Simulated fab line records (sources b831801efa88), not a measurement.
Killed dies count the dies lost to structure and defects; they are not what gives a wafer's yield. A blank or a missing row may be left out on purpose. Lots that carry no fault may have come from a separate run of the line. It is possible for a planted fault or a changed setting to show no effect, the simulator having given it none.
Which tool was responsible? / flow sky130 / Sampling: 13 lots, 39 wafers, 6 of 708 route steps

== WHAT THE GAUGES READ, wafer by wafer ==
SKY_LDD_N_TW_MEAS_17.
lot=L629; measured=day 17 16:19; on=film-metro-04; LDD_N_TW=2581 2559 2568
lot=L630; measured=day 18 15:36; on=film-metro-04; LDD_N_TW=2549 2552 2547
lot=L631; measured=day 18 22:55; on=film-metro-02; LDD_N_TW=2587 2591 2581
lot=L632; measured=day 19 06:08; on=film-metro-04; LDD_N_TW=2555 2550 2553
lot=L633; measured=day 20 11:52; on=film-metro-04; LDD_N_TW=2587 2578 2564
lot=L634; measured=day 20 16:05; on=film-metro-04; LDD_N_TW=2570 2576 2583
lot=L636; measured=day 21 09:28; on=film-metro-01; LDD_N_TW=2568 2566 2576
lot=L639; measured=day 21 12:12; on=film-metro-01; LDD_N_TW=2573 2569 2583
lot=L640; measured=day 22 00:40; on=film-metro-02; LDD_N_TW=2565 2579 2574
lot=L642; measured=day 22 21:26; on=film-metro-02; LDD_N_TW=2590 2581 2570
lot=L643; measured=day 23 06:53; on=film-metro-02; LDD_N_TW=2572 2588 2592
lot=L644; measured=day 23 14:25; on=film-metro-02; LDD_N_TW=2581 2584 2573
lot=L645; measured=day 23 18:17; on=film-metro-01; LDD_N_TW=2553 2576 2572

SKY_LDD_P_OVL_MEAS_08.
lot=L629; measured=day 18 22:53; on=overlay-02; LDD_P_OVL (nm)=-1.0 -1.1 -1.9
lot=L630; measured=day 19 22:41; on=overlay-02; LDD_P_OVL (nm)=-2.4 -2.7 -2.0
lot=L631; measured=day 20 06:08; on=overlay-01; LDD_P_OVL (nm)=-3.0 -2.8 -2.3
lot=L632; measured=day 20 13:29; on=overlay-02; LDD_P_OVL (nm)=0.6 0.2 1.7
lot=L633; measured=day 21 18:43; on=overlay-01; LDD_P_OVL (nm)=0.7 1.0 2.3
lot=L634; measured=day 21 22:56; on=overlay-01; LDD_P_OVL (nm)=-1.7 -1.5 -1.1
lot=L636; measured=day 22 16:28; on=overlay-02; LDD_P_OVL (nm)=-1.1 -0.1 -0.7
lot=L639; measured=day 22 18:04; on=overlay-02; LDD_P_OVL (nm)=1.0 -0.8 -0.5
lot=L640; measured=day 23 07:08; on=overlay-01; LDD_P_OVL (nm)=-0.9 -0.5 -1.3
lot=L642; measured=day 24 03:30; on=overlay-01; LDD_P_OVL (nm)=-0.1 0.9 -1.5
lot=L643; measured=day 24 13:07; on=overlay-02; LDD_P_OVL (nm)=1.6 1.3 3.0
lot=L644; measured=day 24 20:11; on=overlay-02; LDD_P_OVL (nm)=0.4 0.5 1.2
lot=L645; measured=day 24 23:59; on=overlay-01; LDD_P_OVL (nm)=0.7 -0.9 -1.8

SKY_LDD_HVP_OVL_MEAS_07.
lot=L629; measured=day 21 13:16; on=overlay-02; LDD_HVP_OVL (nm)=-0.8 -0.7 -0.8
lot=L630; measured=day 22 11:37; on=overlay-01; LDD_HVP_OVL (nm)=2.8 1.3 1.1
lot=L631; measured=day 22 18:38; on=overlay-02; LDD_HVP_OVL (nm)=-3.6 -3.3 -4.8
lot=L632; measured=day 23 02:17; on=overlay-02; LDD_HVP_OVL (nm)=-2.1 -1.3 -1.5
lot=L633; measured=day 24 07:25; on=overlay-02; LDD_HVP_OVL (nm)=-0.1 0.5 0.4
lot=L634; measured=day 24 10:25; on=overlay-01; LDD_HVP_OVL (nm)=0.8 0.2 1.3
lot=L636; measured=day 25 05:27; on=overlay-01; LDD_HVP_OVL (nm)=0.4 1.1 0.2
lot=L639; measured=day 25 06:16; on=overlay-02; LDD_HVP_OVL (nm)=-1.1 -1.0 -1.7
lot=L640; measured=day 25 18:42; on=overlay-01; LDD_HVP_OVL (nm)=-2.3 -4.1 -1.9
lot=L642; measured=day 26 14:16; on=overlay-02; LDD_HVP_OVL (nm)=-0.1 -1.8 -1.8
lot=L643; measured=day 26 23:09; on=overlay-01; LDD_HVP_OVL (nm)=0.0 -0.2 0.0
lot=L644; measured=day 27 06:04; on=overlay-02; LDD_HVP_OVL (nm)=-0.3 -0.4 -1.2
lot=L645; measured=day 27 10:32; on=overlay-02; LDD_HVP_OVL (nm)=0.2 -0.5 0.2

SKY_LI_CONTACT_RS_MEAS_22: measures by four-point-probe.
lot=L629; measured=day 29 02:15; on=film-metro-02; LI_CONTACT_W_RS (ohm/sq)=0.285 0.281 0.285
lot=L630; measured=day 29 23:47; on=film-metro-03; LI_CONTACT_W_RS (ohm/sq)=0.284 0.285 0.284
lot=L631; measured=day 30 06:35; on=film-metro-02; LI_CONTACT_W_RS (ohm/sq)=0.286 0.284 0.285
lot=L632; measured=day 30 13:12; on=film-metro-02; LI_CONTACT_W_RS (ohm/sq)=0.288 0.284 0.287
lot=L633; measured=day 31 17:08; on=film-metro-03; LI_CONTACT_W_RS (ohm/sq)=0.285 0.287 0.285
lot=L634; measured=day 31 21:04; on=film-metro-02; LI_CONTACT_W_RS (ohm/sq)=0.281 0.277 0.279
lot=L636; measured=day 32 12:44; on=film-metro-03; LI_CONTACT_W_RS (ohm/sq)=0.288 0.290 0.287
lot=L639; measured=day 32 14:40; on=film-metro-03; LI_CONTACT_W_RS (ohm/sq)=0.287 0.287 0.286
lot=L640; measured=day 33 02:37; on=film-metro-01; LI_CONTACT_W_RS (ohm/sq)=0.283 0.282 0.281
lot=L642; measured=day 33 18:01; on=film-metro-03; LI_CONTACT_W_RS (ohm/sq)=0.287 0.289 0.287
lot=L643; measured=day 34 03:26; on=film-metro-01; LI_CONTACT_W_RS (ohm/sq)=0.267 0.268 0.263
lot=L644; measured=day 34 09:45; on=film-metro-01; LI_CONTACT_W_RS (ohm/sq)=0.289 0.268 0.289
lot=L645; measured=day 34 14:09; on=film-metro-01; LI_CONTACT_W_RS (ohm/sq)=0.286 0.265 0.264

SKY_LI_CONTACT_THK_MEAS_23: measures by xrf.
lot=L629; measured=day 29 02:22; on=film-metro-02; LI_CONTACT_W_THK (nm)=399 407 400
lot=L630; measured=day 29 23:55; on=film-metro-03; LI_CONTACT_W_THK (nm)=393 391 394
lot=L631; measured=day 30 06:41; on=film-metro-02; LI_CONTACT_W_THK (nm)=405 409 406
lot=L632; measured=day 30 13:19; on=film-metro-02; LI_CONTACT_W_THK (nm)=401 409 403
lot=L633; measured=day 31 17:14; on=film-metro-03; LI_CONTACT_W_THK (nm)=398 395 395
lot=L634; measured=day 31 21:09; on=film-metro-02; LI_CONTACT_W_THK (nm)=406 415 411
lot=L636; measured=day 32 12:51; on=film-metro-03; LI_CONTACT_W_THK (nm)=392 393 397
lot=L639; measured=day 32 14:47; on=film-metro-03; LI_CONTACT_W_THK (nm)=394 398 399
lot=L640; measured=day 33 02:44; on=film-metro-01; LI_CONTACT_W_THK (nm)=415 417 420
lot=L642; measured=day 33 18:07; on=film-metro-03; LI_CONTACT_W_THK (nm)=397 393 395
lot=L643; measured=day 34 03:34; on=film-metro-01; LI_CONTACT_W_THK (nm)=435 431 444
lot=L644; measured=day 34 09:51; on=film-metro-01; LI_CONTACT_W_THK (nm)=401 435 401
lot=L645; measured=day 34 14:15; on=film-metro-01; LI_CONTACT_W_THK (nm)=404 434 441

== EACH LOT AND THE TOOL THAT RAN IT (in order: tool; ch and the chambers of the sampled wafers; start) ==
lot=L629; SKY_LI_CONTACT_CVD_21=cvd-w-01 ch 0,1, day 29 02:07
lot=L630; SKY_LI_CONTACT_CVD_21=cvd-w-02 ch 0, day 29 23:32
lot=L631; SKY_LI_CONTACT_CVD_21=cvd-w-01 ch 1, day 30 06:26
lot=L632; SKY_LI_CONTACT_CVD_21=cvd-w-01 ch 0,1, day 30 13:04
lot=L633; SKY_LI_CONTACT_CVD_21=cvd-w-02 ch 0,1, day 31 16:59
lot=L634; SKY_LI_CONTACT_CVD_21=cvd-w-01 ch 0,1, day 31 20:55
lot=L636; SKY_LI_CONTACT_CVD_21=cvd-w-02 ch 0, day 32 12:36
lot=L639; SKY_LI_CONTACT_CVD_21=cvd-w-02 ch 0,1, day 32 14:32
lot=L640; SKY_LI_CONTACT_CVD_21=cvd-w-01 ch 0,1, day 33 02:28
lot=L642; SKY_LI_CONTACT_CVD_21=cvd-w-02 ch 0,1, day 33 17:53
lot=L643; SKY_LI_CONTACT_CVD_21=cvd-w-02 ch 0,1, day 34 03:19
lot=L644; SKY_LI_CONTACT_CVD_21=cvd-w-02 ch 0,1, day 34 09:37
lot=L645; SKY_LI_CONTACT_CVD_21=cvd-w-02 ch 0,1, day 34 14:01
- SKY_LI_CONTACT_CVD_21: deposits W, target thk 400 nm, time 120.56 s.

== AS READ BY THE TOOLS THEMSELVES (means over the sampled wafers that have a number; for cases with no such wafer, the mark the record gives instead) ==
SKY_LI_CONTACT_CVD_21.
lot=L629; tool=cvd-w-01; chamber-pressure-Torr (Torr)=39.87; heater-power-w (W)=762
lot=L630; tool=cvd-w-02; chamber-pressure-Torr (Torr)=39.98; heater-power-w (W)=849
lot=L631; tool=cvd-w-01; chamber-pressure-Torr (Torr)=40.12; heater-power-w (W)=848
lot=L632; tool=cvd-w-01; chamber-pressure-Torr (Torr)=40.05; heater-power-w (W)=806
lot=L633; tool=cvd-w-02; chamber-pressure-Torr (Torr)=39.96; heater-power-w (W)=803
lot=L634; tool=cvd-w-01; chamber-pressure-Torr (Torr)=40.01; heater-power-w (W)=767
lot=L636; tool=cvd-w-02; chamber-pressure-Torr (Torr)=40.06; heater-power-w (W)=839
lot=L639; tool=cvd-w-02; chamber-pressure-Torr (Torr)=39.96; heater-power-w (W)=782
lot=L640; tool=cvd-w-01; chamber-pressure-Torr (Torr)=40.00; heater-power-w (W)=769
lot=L642; tool=cvd-w-02; chamber-pressure-Torr (Torr)=40.02; heater-power-w (W)=818
lot=L643; tool=cvd-w-02; chamber-pressure-Torr (Torr)=39.98; heater-power-w (W)=782
lot=L644; tool=cvd-w-02; chamber-pressure-Torr (Torr)=40.15; heater-power-w (W)=780
lot=L645; tool=cvd-w-02; chamber-pressure-Torr (Torr)=39.94; heater-power-w (W)=810

== THE ANSWER, worked out from the rows above alone ==
Rule: the usual values come from the lots themselves. The widest of any qualifying gaps counts: lots, ordered by their means at a reading, are off when they make up no more than a third of the lots, leave a main group of 4 or more, and stand apart from it by 3 or more times the standard deviation of that group's means. If all means in a main group match to the digits the tables above print for the reading, that group is not used. Also off: a lot with no number at a reading for which 4 or more lots have one. Any other lot the step has rows for is counted as sound. First the gauges in route order, then the tools' own readings, where a lot's mean is used as printed above. The first step at which some lot is off is used, and at that step the reading that is off furthest; a lot without a number counts as furthest.
Nothing can be told from this: no lot is off at any reading shown.

== WHAT WAS PUT IN BY THE SIMULATOR ==
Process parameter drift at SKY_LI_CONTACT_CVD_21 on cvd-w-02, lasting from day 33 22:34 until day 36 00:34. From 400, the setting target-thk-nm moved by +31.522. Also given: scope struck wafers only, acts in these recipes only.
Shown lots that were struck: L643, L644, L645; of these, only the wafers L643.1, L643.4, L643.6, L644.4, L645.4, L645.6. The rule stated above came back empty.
